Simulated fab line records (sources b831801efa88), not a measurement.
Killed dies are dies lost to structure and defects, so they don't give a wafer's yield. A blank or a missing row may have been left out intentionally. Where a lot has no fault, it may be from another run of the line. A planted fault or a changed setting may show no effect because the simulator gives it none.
Check of tool commonality :: flow gf180mcu :: Sampled: 13 lots, 39 wafers

## WHY THIS WAS OPENED
At GF_HV_LDD_CD_MEAS_19 the reading cd nm is flagged on 3 of 13 lots. Wafers without a fault read 399.9 nm, standard deviation 2.4.
Rule: a lot is flagged when every wafer of it that has a number lies more than 4 standard deviations from that mean, or none has a number. As for the other lots, they are considered sound.

lot: L961
measured: day 10 17:30
on: cd sem-01
cd nm (nm), wafer by wafer: 401.1 403.0 401.7
flag: 

lot: L962
measured: day 11 00:52
on: cd sem-01
cd nm (nm), wafer by wafer: 398.5 399.6 398.7
flag: 

lot: L963
measured: day 11 08:58
on: cd sem-02
cd nm (nm), wafer by wafer: 405.1 405.0 402.5
flag: 

lot: L964
measured: day 11 15:10
on: cd sem-01
cd nm (nm), wafer by wafer: 396.6 396.1 396.1
flag: 

lot: L966
measured: day 12 05:53
on: cd sem-01
cd nm (nm), wafer by wafer: 401.0 400.7 400.6
flag: 

lot: L969
measured: day 13 07:39
on: cd sem-01
cd nm (nm), wafer by wafer: 400.5 399.1 399.1
flag: 

lot: L972
measured: day 14 01:05
on: cd sem-01
cd nm (nm), wafer by wafer: 397.9 395.6 397.3
flag: 

lot: L975
measured: day 15 03:44
on: cd sem-02
cd nm (nm), wafer by wafer: 429.4 426.7 428.8
flag: FLAGGED

lot: L979
measured: day 16 11:33
on: cd sem-01
cd nm (nm), wafer by wafer: 427.2 428.6 428.3
flag: FLAGGED

lot: L980
measured: day 16 17:45
on: cd sem-01
cd nm (nm), wafer by wafer: 404.3 403.6 401.5
flag: 

lot: L981
measured: day 17 02:01
on: cd sem-01
cd nm (nm), wafer by wafer: 428.5 430.2 427.5
flag: FLAGGED

lot: L982
measured: day 17 10:08
on: cd sem-01
cd nm (nm), wafer by wafer: 398.6 400.9 399.0
flag: 

lot: L984
measured: day 18 06:22
on: cd sem-01
cd nm (nm), wafer by wafer: 396.6 397.5 396.9
flag: 
The numbers of the flagged lots are 428.4 nm on average: +28.5 nm against the usual, or +12 standard deviations.

## EACH LOT AND THE TOOL IT RAN ON
The record holds 2 process steps before the reading, out of a route of 602 steps. Each cell gives the tool, then ch followed by the chambers the sampled wafers passed through, then the start.
lot: L961
flag: 
GF_POLY_GATE_ETCH_12: rie diel-01 ch 0,2,3, day 9 03:54
GF_HV_LDD_EXPOSE_16: iline stepper-02 ch 0, day 10 08:59

lot: L962
flag: 
GF_POLY_GATE_ETCH_12: rie diel-03 ch 2,3, day 9 11:52
GF_HV_LDD_EXPOSE_16: iline stepper-01 ch 0, day 10 16:30

lot: L963
flag: 
GF_POLY_GATE_ETCH_12: rie diel-04 ch 0,3, day 9 18:46
GF_HV_LDD_EXPOSE_16: iline stepper-02 ch 0, day 11 00:15

lot: L964
flag: 
GF_POLY_GATE_ETCH_12: rie diel-03 ch 1,2, day 10 01:43
GF_HV_LDD_EXPOSE_16: iline stepper-02 ch 0, day 11 06:28

lot: L966
flag: 
GF_POLY_GATE_ETCH_12: rie diel-01 ch 1,2,3, day 10 15:46
GF_HV_LDD_EXPOSE_16: iline stepper-01 ch 0, day 11 20:45

lot: L969
flag: 
GF_POLY_GATE_ETCH_12: rie diel-04 ch 0,1,2, day 11 14:43
GF_HV_LDD_EXPOSE_16: iline stepper-02 ch 0, day 12 21:54

lot: L972
flag: 
GF_POLY_GATE_ETCH_12: rie diel-01 ch 0,1, day 12 07:45
GF_HV_LDD_EXPOSE_16: iline stepper-01 ch 0, day 13 15:01

lot: L975
flag: FLAGGED
GF_POLY_GATE_ETCH_12: rie diel-01 ch 1,2,3, day 13 07:39
GF_HV_LDD_EXPOSE_16: iline stepper-02 ch 0, day 14 17:10

lot: L979
flag: FLAGGED
GF_POLY_GATE_ETCH_12: rie diel-04 ch 0,1,2, day 14 14:48
GF_HV_LDD_EXPOSE_16: iline stepper-02 ch 0, day 16 01:14

lot: L980
flag: 
GF_POLY_GATE_ETCH_12: rie diel-04 ch 1,2,3, day 14 19:01
GF_HV_LDD_EXPOSE_16: iline stepper-01 ch 0, day 16 06:02

lot: L981
flag: FLAGGED
GF_POLY_GATE_ETCH_12: rie diel-03 ch 1,2,3, day 15 02:49
GF_HV_LDD_EXPOSE_16: iline stepper-02 ch 0, day 16 14:31

lot: L982
flag: 
GF_POLY_GATE_ETCH_12: rie diel-03 ch 1,2, day 15 10:03
GF_HV_LDD_EXPOSE_16: iline stepper-01 ch 0, day 16 22:43

lot: L984
flag: 
GF_POLY_GATE_ETCH_12: rie diel-03 ch 0,1,3, day 16 05:28
GF_HV_LDD_EXPOSE_16: iline stepper-01 ch 0, day 17 18:34
What these steps do:
- GF_POLY_GATE_ETCH_12: etches BARC in N2/H2.
- GF_HV_LDD_EXPOSE_16: exposes mask Pplus LV AREA, target cd 400 nm.
- GF_HV_LDD_CD_MEAS_19: target cd 400 nm.

## FLAGGED AGAINST TOTAL, ONE TOOL AT A TIME (gauges that did the reading follow at the end)
step: GF_POLY_GATE_ETCH_12
tool: rie diel-01
lots run: 4
flagged: 1
share of the flagged lots: some
sound lots run after its first flagged lot: 0

step: GF_POLY_GATE_ETCH_12
tool: rie diel-03
lots run: 5
flagged: 1
share of the flagged lots: some
sound lots run after its first flagged lot: 2 (L982,L984)

step: GF_POLY_GATE_ETCH_12
tool: rie diel-04
lots run: 4
flagged: 1
share of the flagged lots: some
sound lots run after its first flagged lot: 1 (L980)

step: GF_HV_LDD_EXPOSE_16
tool: iline stepper-01
lots run: 6
flagged: 0
share of the flagged lots: none
sound lots run after its first flagged lot: -

step: GF_HV_LDD_EXPOSE_16
tool: iline stepper-02
lots run: 7
flagged: 3
share of the flagged lots: all
sound lots run after its first flagged lot: 0

step: GF_HV_LDD_CD_MEAS_19
tool: cd sem-01
lots run: 11
flagged: 2
share of the flagged lots: some
sound lots run after its first flagged lot: 3 (L980,L982,L984)

step: GF_HV_LDD_CD_MEAS_19
tool: cd sem-02
lots run: 2
flagged: 1
share of the flagged lots: some
sound lots run after its first flagged lot: 0

## WHAT IS ALLOWED BY THE TABLE
Rows of the table that ran each flagged lot: 1, that is iline stepper-02 at GF_HV_LDD_EXPOSE_16.
- iline stepper-02 at GF_HV_LDD_EXPOSE_16 ran 7 lots, 3 of them flagged. Last sound lot L969 at day 12 21:54, first flagged lot L975 at day 14 17:10; a fault beginning in between fits. Its own readings (exposure dose mJ cm2) fall more than 4 standard deviations out on all wafers of the flagged lots.
What remains is a single tool, iline stepper-02 at GF_HV_LDD_EXPOSE_16.

## WHAT HAD BEEN PUT IN BY THE SIMULATOR
Process parameter drift: iline stepper-02, from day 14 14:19 on, at GF_HV_LDD_EXPOSE_16. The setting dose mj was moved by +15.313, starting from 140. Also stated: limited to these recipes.
Struck lots among those shown: L975, L979, L981. The same result came from the rule above.
